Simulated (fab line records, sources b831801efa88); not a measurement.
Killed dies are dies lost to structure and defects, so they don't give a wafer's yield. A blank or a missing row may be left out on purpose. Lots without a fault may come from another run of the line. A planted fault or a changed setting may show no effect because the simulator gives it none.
Which tool did it? | flow sfq_line | 14 lots, 42 wafers sampled, at 5 steps of a route of 325

WHAT THE GAUGES READ, wafer by wafer
SFQ_M0_RS_MEAS_904: measures by four-point-probe. Usual: M0_NB_RS 0.891 ohm/sq, standard deviation 0.011.
lot  | measured     | on            | M0_NB_RS (ohm/sq) | flag
L691 | day 5 03:57  | film_metro-03 | 0.881 0.889 0.881 |
L692 | day 5 11:11  | film_metro-02 | 0.910 0.910 0.900 |
L693 | day 5 14:46  | film_metro-02 | 0.900 0.904 0.901 |
L694 | day 5 18:21  | film_metro-04 | 0.906 0.916 0.917 |
L695 | day 6 01:34  | film_metro-02 | 0.878 0.879 0.887 |
L696 | day 6 06:27  | film_metro-02 | 0.888 0.880 0.888 |
L697 | day 6 13:38  | film_metro-04 | 0.877 0.869 0.868 |
L698 | day 6 18:30  | film_metro-04 | 0.897 0.880 0.886 |
L701 | day 7 17:16  | film_metro-04 | 0.805 0.796 0.792 | OFF
L703 | day 8 04:02  | film_metro-04 | 0.787 0.801 0.790 | OFF
L711 | day 10 22:19 | film_metro-04 | 0.893 0.887 0.880 |
L712 | day 11 02:56 | film_metro-04 | 0.894 0.882 0.888 |
L713 | day 11 06:43 | film_metro-03 | 0.889 0.890 0.891 |
L714 | day 11 12:32 | film_metro-02 | 0.904 0.897 0.903 |

SFQ_M0_OVL_MEAS_906. Usual: M0_OVL -3 nm, standard deviation 5.3.
lot  | measured     | on         | M0_OVL (nm) | flag
L691 | day 6 16:13  | overlay-01 | -4 2 -2     |
L692 | day 6 23:26  | overlay-02 | -2 1 9      |
L693 | day 7 03:01  | overlay-01 | 1 -8 -3     |
L694 | day 7 06:37  | overlay-02 | 1 -1 -4     |
L695 | day 7 13:50  | overlay-02 | 1 1 -2      |
L696 | day 7 17:25  | overlay-02 | -6 -4 -4    |
L697 | day 8 00:37  | overlay-01 | -4 -3 -9    |
L698 | day 8 06:37  | overlay-01 | -7 -6 -5    |
L701 | day 9 19:11  | overlay-01 | -6 -4 -4    |
L703 | day 10 05:58 | overlay-01 | 3 -7 7      |
L711 | day 12 21:07 | overlay-02 | -5 -6 -7    |
L712 | day 12 23:31 | overlay-02 | -8 -6 -7    |
L713 | day 13 04:19 | overlay-01 | -12 -8 -3   |
L714 | day 13 10:22 | overlay-01 | -15 -2 -10  |

SFQ_M3_RS_MEAS_919: measures by four-point-probe. Usual: M3_NB_RS 0.889 ohm/sq, standard deviation 0.01.
lot  | measured     | on            | M3_NB_RS (ohm/sq) | flag
L691 | day 21 10:44 | film_metro-01 | 0.885 0.875 0.885 |
L692 | day 21 20:22 | film_metro-03 | 0.887 0.896 0.893 |
L693 | day 22 13:08 | film_metro-01 | 0.907 0.908 0.905 |
L694 | day 22 22:44 | film_metro-04 | 0.908 0.902 0.888 |
L695 | day 23 02:22 | film_metro-01 | 0.883 0.889 0.876 |
L696 | day 23 16:31 | film_metro-03 | 0.886 0.883 0.883 |
L697 | day 24 06:53 | film_metro-03 | 0.883 0.874 0.896 |
L698 | day 24 11:42 | film_metro-03 | 0.891 0.868 0.893 |
L701 | day 26 20:05 | film_metro-01 | 0.886 0.876 0.884 |
L703 | day 27 12:51 | film_metro-04 | 0.887 0.892 0.890 |
L711 | day 29 22:47 | film_metro-04 | 0.883 0.888 0.884 |
L712 | day 30 07:11 | film_metro-04 | 0.910 0.924 0.900 |
L713 | day 30 09:35 | film_metro-04 | 0.890 0.890 0.893 |
L714 | day 31 05:59 | film_metro-01 | 0.892 0.892 0.883 |

WHICH TOOL RAN EACH LOT (tool, then ch and the chambers of the sampled wafers, then the start)
lot  | SFQ_TRILAYER_M0_DEP_SPUTTER_019 | SFQ_TRILAYER_M0_ETCH_METAL_ETCH_024
L691 | pvd_sputter-03, day 5 03:50     | rie_metal-03 ch 0,1, day 6 16:19
L692 | pvd_sputter-04, day 5 11:04     | rie_metal-03 ch 0,1, day 6 23:34
L693 | pvd_sputter-06, day 5 14:40     | rie_metal-02 ch 0,1, day 7 03:07
L694 | pvd_sputter-06, day 5 18:14     | rie_metal-02 ch 0,1, day 7 06:43
L695 | pvd_sputter-03, day 6 01:26     | rie_metal-02 ch 0,1, day 7 13:58
L696 | pvd_sputter-04, day 6 06:20     | rie_metal-04 ch 0,1, day 7 17:31
L697 | pvd_sputter-03, day 6 13:32     | rie_metal-04 ch 0,1, day 8 00:43
L698 | pvd_sputter-04, day 6 18:23     | rie_metal-04 ch 0,1, day 8 06:43
L701 | pvd_sputter-06, day 7 17:08     | rie_metal-02 ch 0,1, day 9 19:19
L703 | pvd_sputter-06, day 8 03:56     | rie_metal-02 ch 0,1, day 10 06:04
L711 | pvd_sputter-06, day 10 22:13    | rie_metal-04 ch 0,1, day 12 21:13
L712 | pvd_sputter-06, day 11 02:50    | rie_metal-04 ch 0,1, day 12 23:37
L713 | pvd_sputter-04, day 11 06:37    | rie_metal-03 ch 0,1, day 13 04:25
L714 | pvd_sputter-03, day 11 12:26    | rie_metal-02 ch 0,1, day 13 10:28
- SFQ_TRILAYER_M0_DEP_SPUTTER_019: material Nb, target thk 200 nm, time 133.3 s.
- SFQ_TRILAYER_M0_ETCH_METAL_ETCH_024: etches Nb in Cl2/Ar, stops on SiO2, target depth 240 nm, time 120 s.

WHAT THE TOOLS THEMSELVES READ (means of the sampled wafers that have a number; where no wafer has one, the mark that the record gives instead)
SFQ_TRILAYER_M0_DEP_SPUTTER_019. Usual: resputter_cathode_voltage_v 400 V, standard deviation 4.3; throttle_valve_pct 29.4 %, standard deviation 0.79.
lot  | tool           | resputter_cathode_voltage_v (V) | throttle_valve_pct (%) | flag
L691 | pvd_sputter-03 | 399                             | 29.7                   |
L692 | pvd_sputter-04 | 402                             | 29.7                   |
L693 | pvd_sputter-06 | 404                             | 29.0                   |
L694 | pvd_sputter-06 | 402                             | 29.6                   |
L695 | pvd_sputter-03 | 398                             | 29.5                   |
L696 | pvd_sputter-04 | 398                             | 29.9                   |
L697 | pvd_sputter-03 | 399                             | 29.8                   |
L698 | pvd_sputter-04 | 401                             | 29.7                   |
L701 | pvd_sputter-06 | 400                             | 29.4                   |
L703 | pvd_sputter-06 | 404                             | 29.1                   |
L711 | pvd_sputter-06 | 398                             | 29.3                   |
L712 | pvd_sputter-06 | 397                             | 29.2                   |
L713 | pvd_sputter-04 | 398                             | 29.0                   |
L714 | pvd_sputter-03 | 401                             | 29.6                   |

SFQ_TRILAYER_M0_ETCH_METAL_ETCH_024. Usual: drypump_motor_current_A 5.6 A, standard deviation 0.61; oes_product_au 0.893 a.u., standard deviation 0.0075.
lot  | tool         | drypump_motor_current_A (A) | oes_product_au (a.u.) | flag
L691 | rie_metal-03 | 5.8                         | 0.900                 |
L692 | rie_metal-03 | 5.8                         | 0.886                 |
L693 | rie_metal-02 | 4.8                         | 0.889                 |
L694 | rie_metal-02 | 5.1                         | 0.880                 |
L695 | rie_metal-02 | 5.1                         | 0.900                 |
L696 | rie_metal-04 | 6.3                         | 0.894                 |
L697 | rie_metal-04 | 6.3                         | 0.903                 |
L698 | rie_metal-04 | 5.9                         | 0.896                 |
L701 | rie_metal-02 | 4.8                         | 0.956                 | OFF
L703 | rie_metal-02 | 4.8                         | 0.955                 | OFF
L711 | rie_metal-04 | 5.9                         | 0.896                 |
L712 | rie_metal-04 | 5.9                         | 0.898                 |
L713 | rie_metal-03 | 5.8                         | 0.897                 |
L714 | rie_metal-02 | 4.8                         | 0.888                 |

THE ANSWER, worked out from the rows above alone
Rule: a lot is off if the mean of its wafers that have a number lies more than 3 standard deviations from the usual mean. A lot without any number at a reading at which 4 lots or more have one is off too. The other lots that the step has rows for count as sound. The gauges are gone through in route order, then the tools' own readings, and for those a lot's mean is taken as printed above. The first step at which some lot is off is used, and at that step the reading that is off furthest; a lot without a number counts as furthest.
Off: L701, L703, at SFQ_M0_RS_MEAS_904 (M0_NB_RS).
A tool fits if, at a process step before that reading, it ran every lot that is off, and no sound lot after the first of them. The gauges at SFQ_M0_RS_MEAS_904 aren't tried: what is off there is off at SFQ_TRILAYER_M0_ETCH_METAL_ETCH_024 too, on other tools, and a gauge's error can't cause that. None of those tried fits.

WHAT THE SIMULATOR HAD PUT IN
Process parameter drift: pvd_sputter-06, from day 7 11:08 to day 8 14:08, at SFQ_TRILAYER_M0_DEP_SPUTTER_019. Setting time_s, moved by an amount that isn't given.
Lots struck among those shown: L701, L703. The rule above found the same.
